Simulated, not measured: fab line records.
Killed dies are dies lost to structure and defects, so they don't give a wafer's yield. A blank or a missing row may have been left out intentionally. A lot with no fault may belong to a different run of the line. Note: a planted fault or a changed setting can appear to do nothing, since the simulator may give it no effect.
Which of the tools did it? + flow gf180mcu + 12 lots with 36 wafers sampled at 2 steps, on a route of 602 steps

== WHAT EACH GAUGE READ, for each wafer ==
GF_V4_CD_MEAS_14: target cd 260 nm. Usual: cd-nm 260.5 nm, standard deviation 1.4.
| lot  | measured     | on        | cd-nm (nm)        | flag |
|------|--------------|-----------|-------------------|------|
| L873 | day 24 15:22 | cd-sem-01 | 261.8 259.8 259.7 |      |
| L874 | day 24 19:02 | cd-sem-02 | 259.8 259.1 259.1 |      |
| L875 | day 25 05:57 | cd-sem-02 | 263.3 262.8 263.3 |      |
| L878 | day 25 22:04 | cd-sem-02 | 261.3 261.5 261.9 |      |
| L879 | day 26 13:43 | cd-sem-02 | 258.1 256.9 257.4 |      |
| L880 | day 26 20:04 | cd-sem-02 | 260.5 259.7 260.4 |      |
| L881 | day 27 08:45 | cd-sem-01 | 260.2 260.0 259.4 |      |
| L883 | day 28 01:56 | cd-sem-02 | 259.5 259.6 260.0 |      |
| L884 | day 28 05:14 | cd-sem-01 | 260.7 261.1 261.5 |      |
| L894 | day 30 19:44 | cd-sem-01 | 260.8 260.3 259.3 |      |
| L895 | day 31 01:34 | cd-sem-02 | 260.0 259.3 260.1 |      |
| L896 | day 31 09:44 | cd-sem-01 | 263.5 263.9 262.0 |      |

== WHAT TOOL EACH LOT RAN ON (gives the tool, then ch and the chambers of the sampled wafers, and finally the start) ==
| lot  | GF_V3_CMP_26                  |
|------|-------------------------------|
| L873 | cmp-02 ch 0,1,2, day 22 15:16 |
| L874 | cmp-02 ch 0,1, day 22 20:53   |
| L875 | cmp-02 ch 0,2,3, day 23 06:26 |
| L878 | cmp-02 ch 2,3, day 24 01:10   |
| L879 | cmp-02 ch 0,1,3, day 24 17:49 |
| L880 | cmp-01 ch 0,3, day 25 00:13   |
| L881 | cmp-02 ch 0,1, day 25 10:18   |
| L883 | cmp-01 ch 1,2, day 26 06:52   |
| L884 | cmp-01 ch 0,2, day 26 11:52   |
| L894 | cmp-02 ch 1,3, day 29 04:55   |
| L895 | cmp-01 ch 0,2,3, day 29 10:54 |
| L896 | cmp-02 ch 0,2,3, day 29 20:31 |
- GF_V3_CMP_26: polishes, stops on SiO2, t overpolish 15 s, target thk 0 nm.

== AS READ BY THE TOOLS THEMSELVES (means over the sampled wafers that have a number; for cases with no such wafer, the mark the record gives instead) ==
GF_V3_CMP_26. Usual: motor-current-A 12.4 A, standard deviation 1.6; overpolish-run-s 15.001 s, standard deviation 0.0084; time-to-endpoint-s 86 s, standard deviation 3.3.
| lot  | tool   | motor-current-A (A) | overpolish-run-s (s) | time-to-endpoint-s (s) | flag |
|------|--------|---------------------|----------------------|------------------------|------|
| L873 | cmp-02 | 13.1                | 15.012               | 86                     |      |
| L874 | cmp-02 | 12.6                | 14.994               | 86                     |      |
| L875 | cmp-02 | 13.8                | 15.000               | 85                     |      |
| L878 | cmp-02 | 13.0                | 14.995               | 85                     |      |
| L879 | cmp-02 | 13.2                | 15.005               | 85                     |      |
| L880 | cmp-01 | 10.3                | 15.004               | 88                     |      |
| L881 | cmp-02 | 13.3                | 14.997               | 87                     |      |
| L883 | cmp-01 | 11.6                | 14.997               | 89                     |      |
| L884 | cmp-01 | 11.7                | 15.004               | 84                     |      |
| L894 | cmp-02 | 13.5                | 14.989               | 83                     |      |
| L895 | cmp-01 | 11.1                | 15.008               | 85                     |      |
| L896 | cmp-02 | 13.8                | 14.999               | 87                     |      |

== THE ANSWER, worked out from the rows above alone ==
Rule: lot off if the mean of its wafers having a number is beyond 3 standard deviations from the usual mean. A lot without any number at a reading at which 4 lots or more have one is off too. Any other lot the step has rows for is counted as sound. After the gauges, taken in route order, come the tools' own readings; for these a lot's mean is taken, as printed above. At the first step where some lot is off, the reading lying furthest off is the one used; lots without a number count as furthest.
None of the lots is off at any reading shown; this tells nothing.

== WHAT THE SIMULATOR HAD PUT IN ==
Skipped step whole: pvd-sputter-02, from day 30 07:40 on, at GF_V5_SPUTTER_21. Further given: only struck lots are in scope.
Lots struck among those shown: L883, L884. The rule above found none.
